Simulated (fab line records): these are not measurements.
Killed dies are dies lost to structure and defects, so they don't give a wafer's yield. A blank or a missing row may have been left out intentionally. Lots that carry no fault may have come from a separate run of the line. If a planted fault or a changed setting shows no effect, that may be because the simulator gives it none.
Which tool is to blame? / flow gf180mcu / 14 lots, 42 wafers sampled, at 5 steps of a route of 602

## WHAT THE GAUGES READ, wafer by wafer
GF_HV_LDD_CD_MEAS_31 targets a cd of 400 nm.
lot=L594; measured=day 12 02:44; on=cd_sem-02; cd_nm (nm)=400.3 399.0 397.2
lot=L595; measured=day 12 06:25; on=cd_sem-01; cd_nm (nm)=400.1 394.7 397.1
lot=L596; measured=day 12 11:01; on=cd_sem-02; cd_nm (nm)=398.3 397.9 397.9
lot=L597; measured=day 12 18:38; on=cd_sem-01; cd_nm (nm)=399.8 400.0 398.7
lot=L598; measured=day 13 05:40; on=cd_sem-01; cd_nm (nm)=400.1 399.8 401.4
lot=L599; measured=day 13 09:30; on=cd_sem-01; cd_nm (nm)=396.5 399.3 401.9
lot=L600; measured=day 13 21:59; on=cd_sem-02; cd_nm (nm)=399.1 399.6 399.1
lot=L602; measured=day 14 14:02; on=cd_sem-01; cd_nm (nm)=400.9 402.4 401.8
lot=L609; measured=day 16 15:28; on=cd_sem-01; cd_nm (nm)=396.4 396.3 394.6
lot=L610; measured=day 17 06:46; on=cd_sem-01; cd_nm (nm)=399.1 401.1 401.5
lot=L611; measured=day 17 08:13; on=cd_sem-02; cd_nm (nm)=400.0 398.3 398.1
lot=L612; measured=day 17 12:29; on=cd_sem-02; cd_nm (nm)=403.4 401.1 404.7
lot=L615; measured=day 19 05:40; on=cd_sem-02; cd_nm (nm)=398.7 400.2 398.2
lot=L616; measured=day 19 07:25; on=cd_sem-01; cd_nm (nm)=400.7 397.8 398.3

GF_HV_LDD_CD_MEAS_46 targets a cd of 400 nm.
lot=L594; measured=day 12 22:17; on=cd_sem-02; cd_nm (nm)=402.8 402.5 403.5
lot=L595; measured=day 13 07:34; on=cd_sem-01; cd_nm (nm)=403.2 404.3 404.4
lot=L596; measured=day 13 07:15; on=cd_sem-01; cd_nm (nm)=400.3 403.1 401.2
lot=L597; measured=day 13 15:17; on=cd_sem-02; cd_nm (nm)=400.3 400.4 399.3
lot=L598; measured=day 14 03:46; on=cd_sem-01; cd_nm (nm)=400.2 398.5 400.0
lot=L599; measured=day 14 06:58; on=cd_sem-01; cd_nm (nm)=404.0 404.8 401.0
lot=L600; measured=day 14 20:14; on=cd_sem-02; cd_nm (nm)=406.6 405.8 404.8
lot=L602; measured=day 15 11:28; on=cd_sem-01; cd_nm (nm)=397.8 400.4 401.3
lot=L609; measured=day 17 15:01; on=cd_sem-02; cd_nm (nm)=399.5 398.9 398.9
lot=L610; measured=day 18 06:32; on=cd_sem-01; cd_nm (nm)=403.0 404.2 401.6
lot=L611; measured=day 18 07:39; on=cd_sem-02; cd_nm (nm)=401.2 399.3 402.9
lot=L612; measured=day 18 12:53; on=cd_sem-01; cd_nm (nm)=399.8 398.3 400.1
lot=L615; measured=day 20 06:33; on=cd_sem-01; cd_nm (nm)=403.1 403.9 402.5
lot=L616; measured=day 20 09:16; on=cd_sem-01; cd_nm (nm)=395.5 397.8 396.1

GF_HV_LDD_TW_MEAS_50.
lot=L594; measured=day 12 22:40; on=film_metro-03; HV_LDD_4_TW=574 571 573
lot=L595; measured=day 13 07:58; on=film_metro-02; HV_LDD_4_TW=567 569 568
lot=L596; measured=day 13 07:40; on=film_metro-04; HV_LDD_4_TW=570 569 571
lot=L597; measured=day 13 15:41; on=film_metro-04; HV_LDD_4_TW=572 572 571
lot=L598; measured=day 14 04:11; on=film_metro-02; HV_LDD_4_TW=566 567 568
lot=L599; measured=day 14 07:21; on=film_metro-03; HV_LDD_4_TW=568 571 571
lot=L600; measured=day 14 20:37; on=film_metro-03; HV_LDD_4_TW=567 571 575
lot=L602; measured=day 15 11:51; on=film_metro-04; HV_LDD_4_TW=575 574 573
lot=L609; measured=day 17 15:25; on=film_metro-04; HV_LDD_4_TW=591 589 594 590 592 594
lot=L610; measured=day 18 06:54; on=film_metro-04; HV_LDD_4_TW=596 595 594 594 598 597
lot=L611; measured=day 18 08:04; on=film_metro-03; HV_LDD_4_TW=564 567 564
lot=L612; measured=day 18 13:16; on=film_metro-03; HV_LDD_4_TW=567 570 568
lot=L615; measured=day 20 06:58; on=film_metro-04; HV_LDD_4_TW=574 576 576
lot=L616; measured=day 20 09:40; on=film_metro-03; HV_LDD_4_TW=568 573 568

GF_HV_LDD_THK_MEAS_57.
lot=L594; measured=day 13 02:43; on=film_metro-02; HV_LDD_CVD_56_THK (nm)=89.5 89.6 89.2
lot=L595; measured=day 13 12:08; on=film_metro-04; HV_LDD_CVD_56_THK (nm)=90.3 90.4 90.5
lot=L596; measured=day 13 10:42; on=film_metro-04; HV_LDD_CVD_56_THK (nm)=90.5 90.4 90.1
lot=L597; measured=day 13 18:30; on=film_metro-03; HV_LDD_CVD_56_THK (nm)=90.5 90.1 90.8
lot=L598; measured=day 14 07:00; on=film_metro-04; HV_LDD_CVD_56_THK (nm)=91.9 91.3 91.3
lot=L599; measured=day 14 10:09; on=film_metro-04; HV_LDD_CVD_56_THK (nm)=91.3 90.5 90.8
lot=L600; measured=day 14 23:26; on=film_metro-03; HV_LDD_CVD_56_THK (nm)=90.4 89.9 89.2
lot=L602; measured=day 15 14:39; on=film_metro-04; HV_LDD_CVD_56_THK (nm)=90.3 91.1 90.1
lot=L609; measured=day 17 21:05; on=film_metro-04; HV_LDD_CVD_56_THK (nm)=90.2 89.4 90.4
lot=L610; measured=day 18 13:35; on=film_metro-03; HV_LDD_CVD_56_THK (nm)=89.5 90.0 90.0
lot=L611; measured=day 18 13:03; on=film_metro-04; HV_LDD_CVD_56_THK (nm)=90.4 90.2 90.3
lot=L612; measured=day 18 16:05; on=film_metro-04; HV_LDD_CVD_56_THK (nm)=91.5 91.5 91.3
lot=L615; measured=day 20 09:46; on=film_metro-03; HV_LDD_CVD_56_THK (nm)=89.3 90.6 90.5
lot=L616; measured=day 20 12:38; on=film_metro-04; HV_LDD_CVD_56_THK (nm)=90.8 90.7 90.9

## TOOL THAT RAN EACH LOT (tool first, then ch and the chambers of the sampled wafers, then the start)
lot=L594; GF_HV_LDD_IMPLANT_48=implanter-04 ch 0, day 12 22:26
lot=L595; GF_HV_LDD_IMPLANT_48=implanter-03 ch 0, day 13 07:44
lot=L596; GF_HV_LDD_IMPLANT_48=implanter-02 ch 0, day 13 07:25
lot=L597; GF_HV_LDD_IMPLANT_48=implanter-02 ch 0, day 13 15:27
lot=L598; GF_HV_LDD_IMPLANT_48=implanter-03 ch 0, day 14 03:56
lot=L599; GF_HV_LDD_IMPLANT_48=implanter-04 ch 0, day 14 07:08
lot=L600; GF_HV_LDD_IMPLANT_48=implanter-02 ch 0, day 14 20:23
lot=L602; GF_HV_LDD_IMPLANT_48=implanter-03 ch 0, day 15 11:38
lot=L609; GF_HV_LDD_IMPLANT_48=implanter-02 ch 0, day 17 15:11
lot=L610; GF_HV_LDD_IMPLANT_48=implanter-02 ch 0, day 18 06:42
lot=L611; GF_HV_LDD_IMPLANT_48=implanter-03 ch 0, day 18 07:49
lot=L612; GF_HV_LDD_IMPLANT_48=implanter-03 ch 0, day 18 13:02
lot=L615; GF_HV_LDD_IMPLANT_48=implanter-03 ch 0, day 20 06:43
lot=L616; GF_HV_LDD_IMPLANT_48=implanter-03 ch 0, day 20 09:25
- GF_HV_LDD_IMPLANT_48

## AS READ BY THE TOOLS THEMSELVES (means over the sampled wafers that have a number; for cases with no such wafer, the mark the record gives instead)
GF_HV_LDD_IMPLANT_48.
lot=L594 tool=implanter-04 beam_energy_keV=25.011 dose_ions_cm2=3e+13 faraday_current_uA=170
lot=L595 tool=implanter-03 beam_energy_keV=24.995 dose_ions_cm2=3e+13 faraday_current_uA=170
lot=L596 tool=implanter-02 beam_energy_keV=24.999 dose_ions_cm2=3e+13 faraday_current_uA=168
lot=L597 tool=implanter-02 beam_energy_keV=24.993 dose_ions_cm2=3e+13 faraday_current_uA=170
lot=L598 tool=implanter-03 beam_energy_keV=24.999 dose_ions_cm2=3e+13 faraday_current_uA=170
lot=L599 tool=implanter-04 beam_energy_keV=25.006 dose_ions_cm2=3e+13 faraday_current_uA=172
lot=L600 tool=implanter-02 beam_energy_keV=24.998 dose_ions_cm2=3e+13 faraday_current_uA=170
lot=L602 tool=implanter-03 beam_energy_keV=25.005 dose_ions_cm2=3e+13 faraday_current_uA=172
lot=L609 tool=implanter-02 beam_energy_keV=25.004 dose_ions_cm2=3e+13 faraday_current_uA=187
lot=L610 tool=implanter-02 beam_energy_keV=24.994 dose_ions_cm2=3e+13 faraday_current_uA=186
lot=L611 tool=implanter-03 beam_energy_keV=25.003 dose_ions_cm2=3e+13 faraday_current_uA=168
lot=L612 tool=implanter-03 beam_energy_keV=25.003 dose_ions_cm2=3e+13 faraday_current_uA=171
lot=L615 tool=implanter-03 beam_energy_keV=24.997 dose_ions_cm2=3e+13 faraday_current_uA=169
lot=L616 tool=implanter-03 beam_energy_keV=25.003 dose_ions_cm2=3e+13 faraday_current_uA=170

## THE ANSWER, worked out from the rows above alone
Rule: the usual values come from the lots themselves. The widest of any qualifying gaps counts: lots, ordered by their means at a reading, are off when they make up no more than a third of the lots, leave a main group of 4 or more, and stand apart from it by 3 or more times the standard deviation of that group's means. Not used: any main group whose means are identical at the precision the tables above print for the reading. Also off: a lot with no number at a reading for which 4 or more lots have one. Where the step has rows for the other lots, those lots are counted as sound. The gauges are gone through in route order, then the tools' own readings, and for those a lot's mean is taken as printed above. The first step at which some lot is off is used, and at that step the reading that is off furthest; a lot without a number counts as furthest.
Off: at GF_HV_LDD_TW_MEAS_50 (HV_LDD_4_TW), L609, L610. The main group: mean 570, standard deviation 2.8.
If a tool, at a process step before that reading, ran all the lots that are off and no sound lot after the first of them, it fits. Not tried: the gauges at GF_HV_LDD_TW_MEAS_50; whatever is off there is also off at GF_HV_LDD_IMPLANT_48, on other tools, and gauge error can't account for it. One fits: implanter-02 at GF_HV_LDD_IMPLANT_48. A fault onset in the window from L600 (day 14 20:23, its last sound lot) to L609 (day 17 15:11, its first lot off) fits.
The tool's own readings at GF_HV_LDD_IMPLANT_48 bear it out: on the lots that are off they differ by more than 5 times the standard deviation of the sound lots' means. faraday_current_uA reads 186 there against 170 on the sound lots.

## WHAT HAD BEEN PUT IN BY THE SIMULATOR
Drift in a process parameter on implanter-02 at GF_HV_LDD_IMPLANT_48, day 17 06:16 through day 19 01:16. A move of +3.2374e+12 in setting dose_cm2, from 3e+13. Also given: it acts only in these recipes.
Lots struck among those shown: L609, L610. The same result came from the rule above.
